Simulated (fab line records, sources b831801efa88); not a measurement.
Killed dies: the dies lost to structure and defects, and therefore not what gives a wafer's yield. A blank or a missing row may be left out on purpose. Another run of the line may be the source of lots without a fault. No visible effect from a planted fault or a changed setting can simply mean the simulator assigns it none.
Matching of chambers ; flow sky130 ; cmp-01 running SKY_VIA4_CMP_21: 4 sister chambers
The step polishes, stops on SiO2, t overpolish 25 s, target thk 0 nm. 4 wafers are shown with their chamber, then 7 later ones without.

EACH WAFER AND ITS CHAMBER
wafer;chamber;motor current A (A)
L605.3;1;8.4
L605.6;3;10.4
L613.2;2;9.5
L613.4;0;11.1

WAFERS WITH NO CHAMBER GIVEN
wafer;motor current A (A)
L613.5;9.6
L612.1;9.1
L612.4;11.1
L612.5;11.2
L615.3;11.6
L615.4;10.7
L615.6;10.7

WHICH CHAMBER EACH WENT THROUGH
wafer;from the rows above;in truth
L613.5;2;2
L612.1;can't be placed: 2 or 1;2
L612.4;0;0
L612.5;0;0
L615.3;0;0
L615.4;can't be placed: 3 or 0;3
L615.6;can't be placed: 3 or 0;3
Placed correctly: 4 of 7. Not placeable from these rows: 3 (in 3, the candidates include the true chamber). 0 placed wrongly.
How it was worked out, from the rows above alone: a wafer's distance from a chamber is the root of the sum, over the readings, of the square of ((its reading less the chamber's mean) divided by the reading's scatter). The wafer belongs to the nearest chamber; if the next one is less than 2 further off, it can't be placed. For every chamber, the mean is computed from those of its wafers that are shown. The scatter: with one shown wafer a chamber, the root of the mean of the squares of how far each hidden wafer lies from its nearest shown one.
